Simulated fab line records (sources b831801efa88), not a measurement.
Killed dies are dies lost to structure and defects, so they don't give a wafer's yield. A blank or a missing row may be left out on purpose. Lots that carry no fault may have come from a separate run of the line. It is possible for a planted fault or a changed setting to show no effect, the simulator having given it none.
What tool caused it?    flow sky130    Sampling: 13 lots, 39 wafers, 3 of 708 route steps

WHAT EACH GAUGE READ, for each wafer
SKY_METAL4_OVL_MEAS_14. Usual: METAL4_OVL 2 nm, standard deviation 5.7.
lot   measured      on          METAL4_OVL (nm)  flag
L700  day 41 20:56  overlay-01  -4 -3 -4         
L701  day 41 23:11  overlay-01  -2 3 5           
L702  day 42 08:08  overlay-02  4 8 -5           
L704  day 43 09:34  overlay-01  2 -2 3           
L705  day 43 12:08  overlay-01  6 4 4            
L706  day 43 19:58  overlay-02  6 2 -4           
L710  day 44 19:54  overlay-02  -2 3 -4          
L709  day 44 22:43  overlay-02  3 0 3            
L708  day 45 01:11  overlay-01  -8 -12 -4        
L716  day 46 14:28  overlay-02  -1 10 8          
L718  day 46 16:04  overlay-02  -9 -12 -7        
L721  day 47 12:57  overlay-02  2 6 9            
L722  day 47 19:37  overlay-01  3 6 11           

SKY_VIA4_BOW_MEAS_03. Usual: VIA4_BOW 81 um, standard deviation 7.8.
lot   measured      on            VIA4_BOW (um)  flag
L700  day 41 22:31  filmMetro-03  74 80 86       
L701  day 42 00:58  filmMetro-02  90 80 92       
L702  day 42 09:38  filmMetro-02  77 89 84       
L704  day 43 11:03  filmMetro-02  80 79 81       
L705  day 43 13:38  filmMetro-02  90 82 83       
L706  day 43 21:28  filmMetro-02  75 93 90       
L710  day 44 21:47  filmMetro-02  83 83 85       
L709  day 45 00:14  filmMetro-02  84 70 89       
L708  day 45 02:43  filmMetro-03  86 76 69       
L716  day 46 16:01  filmMetro-02  90 80 87       
L718  day 46 17:33  filmMetro-03  70 73 71       
L721  day 47 14:27  filmMetro-03  74 80 81       
L722  day 47 21:19  filmMetro-02  98 87 87       

WHICH TOOL RAN EACH LOT (tool, then ch and the chambers of the sampled wafers, then the start)
lot   SKY_LI_CONTACT_ETCH_14
L700  rieDiel-01 ch 1,2,3, day 29 08:55
L701  rieDiel-04 ch 0,2, day 29 11:46
L702  rieDiel-01 ch 1,2, day 29 22:16
L704  rieDiel-03 ch 1,2,3, day 31 05:22
L705  rieDiel-01 ch 0,3, day 31 07:13
L706  rieDiel-03 ch 0,2, day 31 17:04
L710  rieDiel-03 ch 0,1,3, day 32 22:19
L709  rieDiel-03 ch 0,1, day 33 01:13
L708  rieDiel-04 ch 0,1, day 33 01:34
L716  rieDiel-04 ch 0,1,3, day 34 21:52
L718  rieDiel-04 ch 0,2,3, day 35 06:01
L721  rieDiel-01 ch 0,2,3, day 36 06:35
L722  rieDiel-01 ch 0,1,2, day 36 13:28
- SKY_LI_CONTACT_ETCH_14: etches BARC in N2/H2, stops on SiO2, time 45.9 s, target depth 60 nm.

WHAT THE TOOLS THEMSELVES READ (means of the sampled wafers that have a number; where no wafer has one, the mark that the record gives instead)
SKY_LI_CONTACT_ETCH_14. Usual: drypumpMotorCurrentA 5.8 A, standard deviation 0.48; oesProductAu 0.855 a.u., standard deviation 0.0049; throttleValvePct 13.224 %, standard deviation 0.01.
lot   tool        drypumpMotorCurrentA (A)  oesProductAu (a.u.)  throttleValvePct (%)  flag
L700  rieDiel-01  6.1                       0.857                13.224                
L701  rieDiel-04  6.0                       0.851                13.225                
L702  rieDiel-01  6.1                       0.859                13.222                
L704  rieDiel-03  5.6                       0.857                13.222                
L705  rieDiel-01  5.8                       0.853                13.227                
L706  rieDiel-03  5.6                       0.854                13.222                
L710  rieDiel-03  5.9                       0.852                13.228                
L709  rieDiel-03  5.5                       0.856                13.220                
L708  rieDiel-04  6.2                       0.853                13.234                
L716  rieDiel-04  5.8                       0.856                13.224                
L718  rieDiel-04  5.5                       0.856                13.215                
L721  rieDiel-01  6.0                       0.856                13.222                
L722  rieDiel-01  5.8                       0.856                13.220                

THE ANSWER, worked out from the rows above alone
Rule: take the mean of a lot's wafers that have a number; if it is more than 3 standard deviations from the usual mean, the lot is off. Also off: a lot with no number at a reading for which 4 or more lots have one. The other lots that the step has rows for count as sound. Order of review: gauges by route order, followed by the tools' own readings, for which a lot's mean as printed above is used. At the first step where some lot is off, the reading lying furthest off is the one used; lots without a number count as furthest.
No lot is off on any of the readings shown, so nothing can be concluded from this.

WHAT THE SIMULATOR HAD PUT IN
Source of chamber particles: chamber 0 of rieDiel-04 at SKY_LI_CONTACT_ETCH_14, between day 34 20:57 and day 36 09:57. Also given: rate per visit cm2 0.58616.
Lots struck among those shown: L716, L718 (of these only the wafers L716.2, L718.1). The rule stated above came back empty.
